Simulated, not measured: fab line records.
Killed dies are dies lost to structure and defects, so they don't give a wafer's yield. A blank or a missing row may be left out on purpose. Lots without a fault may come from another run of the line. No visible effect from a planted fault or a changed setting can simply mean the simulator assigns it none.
Which tool is to blame? + flow sky130 + Sampling: 13 lots, 39 wafers, 3 of 708 route steps

== WHAT EACH GAUGE READ, for each wafer ==
SKY_FIELD_ISO_THK_MEAS_02.
| lot  | measured    | on           | FIELD_ISO_OXIDATION_00_THK (nm) |
|------|-------------|--------------|---------------------------------|
| L651 | day 1 12:29 | filmMetro-02 | 11.64 11.71 11.61               |
| L652 | day 1 19:59 | filmMetro-04 | 11.90 11.96 11.79               |
| L653 | day 1 23:07 | filmMetro-04 | 12.19 11.95 11.90               |
| L654 | day 2 04:23 | filmMetro-04 | 11.58 11.75 11.66               |
| L655 | day 2 08:26 | filmMetro-02 | 12.07 11.90 11.77               |
| L656 | day 2 12:38 | filmMetro-04 | 12.13 12.18 12.21               |
| L657 | day 2 18:21 | filmMetro-03 | 12.40 12.41 12.39               |
| L658 | day 2 23:41 | filmMetro-02 | 11.96 12.29 12.12               |
| L659 | day 3 04:29 | filmMetro-03 | 12.02 11.97 11.81               |
| L660 | day 3 08:45 | filmMetro-03 | 11.54 11.46 11.71               |
| L661 | day 3 17:08 | filmMetro-04 | 12.15 11.98 12.22               |
| L664 | day 4 09:11 | filmMetro-02 | 12.10 12.00 12.28               |
| L674 | day 6 07:23 | filmMetro-04 | 12.35 12.35 12.32               |

SKY_FIELD_ISO_THK_MEAS_25.
| lot  | measured    | on           | FIELD_ISO_CVD_24_THK (nm) |
|------|-------------|--------------|---------------------------|
| L651 | day 2 07:04 | filmMetro-02 | 599 591 589               |
| L652 | day 2 13:56 | filmMetro-03 | 605 608 600               |
| L653 | day 2 20:37 | filmMetro-03 | 594 603 598               |
| L654 | day 3 01:25 | filmMetro-02 | 597 590 583               |
| L655 | day 3 10:02 | filmMetro-03 | 595 600 598               |
| L656 | day 3 10:02 | filmMetro-04 | 613 605 594               |
| L657 | day 3 19:49 | filmMetro-02 | 592 589 587               |
| L658 | day 3 19:53 | filmMetro-04 | 596 597 599               |
| L659 | day 4 05:13 | filmMetro-02 | 595 598 592               |
| L660 | day 4 10:28 | filmMetro-02 | 603 601 598               |
| L661 | day 4 18:32 | filmMetro-02 | 603 604 595               |
| L664 | day 5 04:44 | filmMetro-03 | 594 589 595               |
| L674 | day 7 07:08 | filmMetro-03 | 598 602 599               |

== WHICH TOOL RAN EACH LOT (tool, then ch and the chambers of the sampled wafers, then the start) ==
| lot  | SKY_FIELD_ISO_ETCH_17          |
|------|--------------------------------|
| L651 | rieSi-01 ch 0,1, day 2 04:37   |
| L652 | rieSi-02 ch 0,2,3, day 2 12:07 |
| L653 | rieSi-02 ch 1,2,3, day 2 18:35 |
| L654 | rieSi-02 ch 1,2, day 2 23:28   |
| L655 | rieSi-01 ch 0,1,2, day 3 07:29 |
| L656 | rieSi-02 ch 0,2, day 3 07:50   |
| L657 | rieSi-02 ch 1,2, day 3 13:53   |
| L658 | rieSi-01 ch 0,2,3, day 3 17:47 |
| L659 | rieSi-02 ch 0,1,3, day 3 22:29 |
| L660 | rieSi-01 ch 0,1, day 4 04:31   |
| L661 | rieSi-01 ch 0,1,2, day 4 12:35 |
| L664 | rieSi-01 ch 1,2,3, day 5 03:05 |
| L674 | rieSi-01 ch 0,2,3, day 7 05:29 |
- SKY_FIELD_ISO_ETCH_17: etches Si in HBr/Cl2/O2, target depth 342 nm, time 97.7 s.

== WHAT THE TOOLS THEMSELVES READ (means of the sampled wafers that have a number; where no wafer has one, the mark that the record gives instead) ==
SKY_FIELD_ISO_ETCH_17.
| lot  | tool     | HBr_flow_sccm (sccm) | drypumpMotorCurrentA (A) | oesProductAu (a.u.) | rfFwdPowerW (W) | throttleValvePct (%) |
|------|----------|----------------------|--------------------------|---------------------|-----------------|----------------------|
| L651 | rieSi-01 | 149.7                | 5.5                      | 0.999               | 595.0           | 25.655               |
| L652 | rieSi-02 | 149.8                | 6.3                      | 0.995               | 597.3           | 25.659               |
| L653 | rieSi-02 | 149.8                | 6.1                      | 0.995               | 596.9           | 25.651               |
| L654 | rieSi-02 | 149.5                | 6.1                      | 0.990               | 595.0           | 25.666               |
| L655 | rieSi-01 | 150.1                | 5.5                      | 1.004               | 596.9           | 25.656               |
| L656 | rieSi-02 | 150.0                | 6.3                      | 0.994               | 597.5           | 25.667               |
| L657 | rieSi-02 | 150.0                | 6.0                      | 0.986               | 594.8           | 25.667               |
| L658 | rieSi-01 | 149.9                | 5.4                      | 1.001               | 595.9           | 25.652               |
| L659 | rieSi-02 | 149.8                | 6.4                      | 0.997               | 594.9           | 25.653               |
| L660 | rieSi-01 | 149.8                | 5.5                      | 1.001               | 593.6           | 25.657               |
| L661 | rieSi-01 | 149.6                | 5.6                      | 1.003               | 595.7           | 25.652               |
| L664 | rieSi-01 | 150.1                | 5.5                      | 1.013               | 598.0           | 25.645               |
| L674 | rieSi-01 | 150.3                | 5.4                      | 1.009               | 597.9           | 25.659               |

== THE ANSWER, worked out from the rows above alone ==
Rule: what is usual is taken from the lots themselves. Put in order of their means at a reading, lots are off if they are a third of the lots or fewer, leave a main group of 4 or more, and stand apart from it by a gap of 3 or more times the standard deviation of the main group's means; of several such gaps the widest counts. A main group is skipped when, at the precision printed for the reading in the tables above, its means are all equal. A lot without any number at a reading at which 4 lots or more have one is off too. Any other lot the step has rows for is counted as sound. First the gauges in route order, then the tools' own readings, where a lot's mean is used as printed above. The first step at which some lot is off is used, and at that step the reading that is off furthest; a lot without a number counts as furthest.
Nothing can be told from this: no lot is off at any reading shown.

== WHAT THE SIMULATOR PUT IN ==
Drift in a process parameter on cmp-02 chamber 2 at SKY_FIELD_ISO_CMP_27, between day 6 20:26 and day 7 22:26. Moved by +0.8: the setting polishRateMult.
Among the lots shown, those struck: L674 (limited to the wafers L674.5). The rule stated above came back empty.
